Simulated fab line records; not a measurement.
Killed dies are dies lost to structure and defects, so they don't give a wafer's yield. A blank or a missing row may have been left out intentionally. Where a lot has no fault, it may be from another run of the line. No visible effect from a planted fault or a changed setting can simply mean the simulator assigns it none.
Chamber matching	flow gf180mcu	GF_V5_CMP_04 on cmp-02: 4 sister chambers
The step polishes SiO2. 8 wafers are shown with their chamber, then 7 later ones without.

## WAFERS WITH THEIR CHAMBER
wafer	chamber	motor-current-A (A)
L331.2	3	13.4
L336.5	0	12.4
L339.3	3	12.6
L340.3	0	12.1
L340.4	2	10.8
L340.5	1	12.9
L342.1	2	11.1
L342.5	1	13.0

## WAFERS WITH NO CHAMBER GIVEN
wafer	motor-current-A (A)
L342.6	10.5
L345.2	12.3
L345.4	13.3
L345.6	12.5
L348.2	12.2
L348.3	12.2
L348.6	12.9

## CHAMBER TAKEN BY EACH
wafer	from the rows above	in truth
L342.6	2	2
L345.2	can't be placed: 0 or 1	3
L345.4	can't be placed: 3 or 1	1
L345.6	can't be placed: 0 or 1 or 3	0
L348.2	0	0
L348.3	0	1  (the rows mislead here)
L348.6	can't be placed: 1 or 3 or 0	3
Correctly placed: 2 of 7. Cannot be placed on the basis of these rows: 4; the candidates contain the true chamber in 3. Wrongly placed: 1.
How it was worked out, from the rows above alone: a wafer's distance from a chamber is the root of the sum, over the readings, of the square of ((its reading less the chamber's mean) divided by the reading's scatter). If the next closest chamber is less than 2 further off than the closest, the wafer can't be placed; otherwise it belongs to the closest. The mean given for a chamber averages the wafers shown for that chamber. The scatter: the root of (the sum of the squares of (reading less its chamber's mean) over the shown wafers, divided by (wafers less chambers)).
